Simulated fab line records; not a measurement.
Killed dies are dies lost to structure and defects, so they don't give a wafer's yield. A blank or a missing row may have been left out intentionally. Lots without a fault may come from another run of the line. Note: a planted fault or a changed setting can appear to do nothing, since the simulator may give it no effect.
Which of the tools did it? / flow sky130 / 10 lots, 30 wafers sampled, at 4 steps of a route of 708

## WHAT EACH GAUGE READ, for each wafer
SKY_SPACER_THK_MEAS_01.
lot=L635; measured=day 22 17:42; on=film metro-01; SPACER_CVD_00_THK (nm)=43.4 43.4 43.7
lot=L636; measured=day 23 04:46; on=film metro-02; SPACER_CVD_00_THK (nm)=42.1 42.8 42.5
lot=L637; measured=day 23 18:28; on=film metro-04; SPACER_CVD_00_THK (nm)=42.5 42.8 42.6
lot=L641; measured=day 25 18:22; on=film metro-02; SPACER_CVD_00_THK (nm)=42.9 42.6 42.6
lot=L642; measured=day 25 18:22; on=film metro-04; SPACER_CVD_00_THK (nm)=42.8 42.5 43.2
lot=L646; measured=day 27 19:43; on=film metro-01; SPACER_CVD_00_THK (nm)=42.9 43.1 42.8
lot=L650; measured=day 28 05:30; on=film metro-01; SPACER_CVD_00_THK (nm)=43.6 43.5 43.8
lot=L653; measured=day 30 01:41; on=film metro-04; SPACER_CVD_00_THK (nm)=40.1 40.2 39.7
lot=L655; measured=day 30 09:15; on=film metro-01; SPACER_CVD_00_THK (nm)=40.0 39.9 39.7
lot=L656; measured=day 30 12:28; on=film metro-04; SPACER_CVD_00_THK (nm)=39.5 39.6 39.9

SKY_METAL1_RS_MEAS_05: measurement is done with a four-point probe.
lot=L635; measured=day 31 09:26; on=film metro-01; METAL1_ALCU_RS (ohm/sq)=0.1254 0.1260 0.1252
lot=L636; measured=day 31 20:26; on=film metro-02; METAL1_ALCU_RS (ohm/sq)=0.1257 0.1255 0.1263
lot=L637; measured=day 32 06:54; on=film metro-02; METAL1_ALCU_RS (ohm/sq)=0.1249 0.1249 0.1240
lot=L641; measured=day 34 04:58; on=film metro-02; METAL1_ALCU_RS (ohm/sq)=0.1247 0.1258 0.1249
lot=L642; measured=day 34 03:02; on=film metro-04; METAL1_ALCU_RS (ohm/sq)=0.1265 0.1258 0.1259
lot=L646; measured=day 36 02:38; on=film metro-04; METAL1_ALCU_RS (ohm/sq)=0.1274 0.1261 0.1281
lot=L650; measured=day 36 10:37; on=film metro-04; METAL1_ALCU_RS (ohm/sq)=0.1270 0.1274 0.1261
lot=L653; measured=day 38 03:13; on=film metro-02; METAL1_ALCU_RS (ohm/sq)=0.1228 0.1232 0.1239
lot=L655; measured=day 38 08:46; on=film metro-02; METAL1_ALCU_RS (ohm/sq)=0.1261 0.1276 0.1264
lot=L656; measured=day 38 13:14; on=film metro-04; METAL1_ALCU_RS (ohm/sq)=0.1270 0.1263 0.1269

## EACH LOT AND THE TOOL THAT RAN IT (in order: tool; ch and the chambers of the sampled wafers; start)
lot=L635; SKY_SPACER_CVD_00=lpcvd-02 ch 0, day 22 15:53; SKY_SPACER_ETCHBACK_02=rie diel-02 ch 0,2, day 22 17:45
lot=L636; SKY_SPACER_CVD_00=lpcvd-02 ch 1, day 23 02:57; SKY_SPACER_ETCHBACK_02=rie diel-02 ch 0,1,2, day 23 04:49
lot=L637; SKY_SPACER_CVD_00=lpcvd-02 ch 1, day 23 16:40; SKY_SPACER_ETCHBACK_02=rie diel-02 ch 0,2,3, day 23 18:31
lot=L641; SKY_SPACER_CVD_00=lpcvd-02 ch 0, day 25 17:08; SKY_SPACER_ETCHBACK_02=rie diel-04 ch 0,1,3, day 25 18:25
lot=L642; SKY_SPACER_CVD_00=lpcvd-02 ch 1, day 25 17:08; SKY_SPACER_ETCHBACK_02=rie diel-01 ch 2,3, day 25 18:25
lot=L646; SKY_SPACER_CVD_00=lpcvd-02 ch 0, day 27 18:30; SKY_SPACER_ETCHBACK_02=rie diel-02 ch 2,3, day 27 19:46
lot=L650; SKY_SPACER_CVD_00=lpcvd-02 ch 1, day 28 04:17; SKY_SPACER_ETCHBACK_02=rie diel-01 ch 0,2,3, day 28 05:34
lot=L653; SKY_SPACER_CVD_00=lpcvd-02 ch 1, day 30 00:27; SKY_SPACER_ETCHBACK_02=rie diel-01 ch 0,2,3, day 30 01:43
lot=L655; SKY_SPACER_CVD_00=lpcvd-02 ch 1, day 30 08:01; SKY_SPACER_ETCHBACK_02=rie diel-01 ch 1,2, day 30 09:17
lot=L656; SKY_SPACER_CVD_00=lpcvd-02 ch 1, day 30 10:39; SKY_SPACER_ETCHBACK_02=rie diel-01 ch 1,2,3, day 30 12:31
- SKY_SPACER_CVD_00: deposits Si3N4 from DCS/NH3, target thk 43.1 nm, time 740 s.
- SKY_SPACER_ETCHBACK_02: etches Si3N4 in CH3F/O2, stops on SiO2, time 46.7 s, target depth 45 nm.

## WHAT THE TOOLS THEMSELVES READ (means of the sampled wafers that have a number; where no wafer has one, the mark that the record gives instead)
SKY_SPACER_CVD_00.
lot=L635; tool=lpcvd-02; spike tc centre C (C)=770.5; spike tc lower C (C)=769.8; spike tc upper C (C)=771.7; susceptor temp C (C)=769.9; zone power lower pct (%)=10.60
lot=L636; tool=lpcvd-02; spike tc centre C (C)=772.0; spike tc lower C (C)=770.9; spike tc upper C (C)=770.6; susceptor temp C (C)=769.9; zone power lower pct (%)=10.96
lot=L637; tool=lpcvd-02; spike tc centre C (C)=771.8; spike tc lower C (C)=770.0; spike tc upper C (C)=769.7; susceptor temp C (C)=770.1; zone power lower pct (%)=10.90
lot=L641; tool=lpcvd-02; spike tc centre C (C)=771.4; spike tc lower C (C)=770.0; spike tc upper C (C)=771.8; susceptor temp C (C)=769.7; zone power lower pct (%)=10.56
lot=L642; tool=lpcvd-02; spike tc centre C (C)=772.7; spike tc lower C (C)=770.2; spike tc upper C (C)=770.0; susceptor temp C (C)=769.9; zone power lower pct (%)=10.94
lot=L646; tool=lpcvd-02; spike tc centre C (C)=768.9; spike tc lower C (C)=769.8; spike tc upper C (C)=772.5; susceptor temp C (C)=770.0; zone power lower pct (%)=10.58
lot=L650; tool=lpcvd-02; spike tc centre C (C)=772.8; spike tc lower C (C)=770.7; spike tc upper C (C)=770.0; susceptor temp C (C)=770.4; zone power lower pct (%)=10.99
lot=L653; tool=lpcvd-02; spike tc centre C (C)=768.8; spike tc lower C (C)=765.4; spike tc upper C (C)=765.8; susceptor temp C (C)=766.0; zone power lower pct (%)=10.90
lot=L655; tool=lpcvd-02; spike tc centre C (C)=767.3; spike tc lower C (C)=766.3; spike tc upper C (C)=766.3; susceptor temp C (C)=766.4; zone power lower pct (%)=10.85
lot=L656; tool=lpcvd-02; spike tc centre C (C)=768.6; spike tc lower C (C)=766.4; spike tc upper C (C)=765.6; susceptor temp C (C)=766.4; zone power lower pct (%)=10.84

SKY_SPACER_ETCHBACK_02.
lot=L635; tool=rie diel-02; bias w (W)=79.93; drypump motor current A (A)=5.4; oes product au (a.u.)=0.862; throttle valve pct (%)=10.570
lot=L636; tool=rie diel-02; bias w (W)=80.27; drypump motor current A (A)=5.5; oes product au (a.u.)=0.851; throttle valve pct (%)=10.559
lot=L637; tool=rie diel-02; bias w (W)=79.94; drypump motor current A (A)=5.6; oes product au (a.u.)=0.847; throttle valve pct (%)=10.558
lot=L641; tool=rie diel-04; bias w (W)=80.07; drypump motor current A (A)=5.7; oes product au (a.u.)=0.852; throttle valve pct (%)=10.564
lot=L642; tool=rie diel-01; bias w (W)=79.85; drypump motor current A (A)=5.2; oes product au (a.u.)=0.852; throttle valve pct (%)=10.566
lot=L646; tool=rie diel-02; bias w (W)=79.74; drypump motor current A (A)=6.0; oes product au (a.u.)=0.855; throttle valve pct (%)=10.564
lot=L650; tool=rie diel-01; bias w (W)=80.23; drypump motor current A (A)=5.4; oes product au (a.u.)=0.862; throttle valve pct (%)=10.564
lot=L653; tool=rie diel-01; bias w (W)=80.15; drypump motor current A (A)=5.5; oes product au (a.u.)=0.817; throttle valve pct (%)=10.560
lot=L655; tool=rie diel-01; bias w (W)=80.33; drypump motor current A (A)=6.2; oes product au (a.u.)=0.827; throttle valve pct (%)=10.552
lot=L656; tool=rie diel-01; bias w (W)=80.11; drypump motor current A (A)=5.7; oes product au (a.u.)=0.815; throttle valve pct (%)=10.559

## THE ANSWER, worked out from the rows above alone
Rule: what is usual is taken from the lots themselves. The widest of any qualifying gaps counts: lots, ordered by their means at a reading, are off when they make up no more than a third of the lots, leave a main group of 4 or more, and stand apart from it by 3 or more times the standard deviation of that group's means. Not used: any main group whose means are identical at the precision the tables above print for the reading. A lot without any number at a reading at which 4 lots or more have one is off too. The other lots that the step has rows for count as sound. Order of review: gauges by route order, followed by the tools' own readings, for which a lot's mean as printed above is used. The first step at which some lot is off is used, and at that step the reading that is off furthest; a lot without a number counts as furthest.
Off: at SKY_SPACER_THK_MEAS_01 (SPACER_CVD_00_THK), L653, L655, L656. For the main group the mean is 43.0 nm and the standard deviation 0.41.
If a tool, at a process step before that reading, ran all the lots that are off and no sound lot after the first of them, it fits. The gauges at SKY_SPACER_THK_MEAS_01 aren't tried: what is off there is off at SKY_SPACER_CVD_00 too, on other tools, and a gauge's error can't cause that. One fits: lpcvd-02 at SKY_SPACER_CVD_00. A fault onset in the window from L650 (day 28 04:17, its last sound lot) to L653 (day 30 00:27, its first lot off) fits.
The tool's own readings at SKY_SPACER_CVD_00 bear it out: on the lots that are off they differ by more than 5 times the standard deviation of the sound lots' means. spike tc lower C reads 766.0 C there against 770.2 C on the sound lots; susceptor temp C reads 766.3 C there against 770.0 C on the sound lots.

## WHAT THE SIMULATOR PUT IN
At SKY_SPACER_CVD_00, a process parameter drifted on lpcvd-02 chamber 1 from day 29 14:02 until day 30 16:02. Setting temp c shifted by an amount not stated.
Struck lots among those shown: L653, L655, L656. This agrees with what the rule above found.
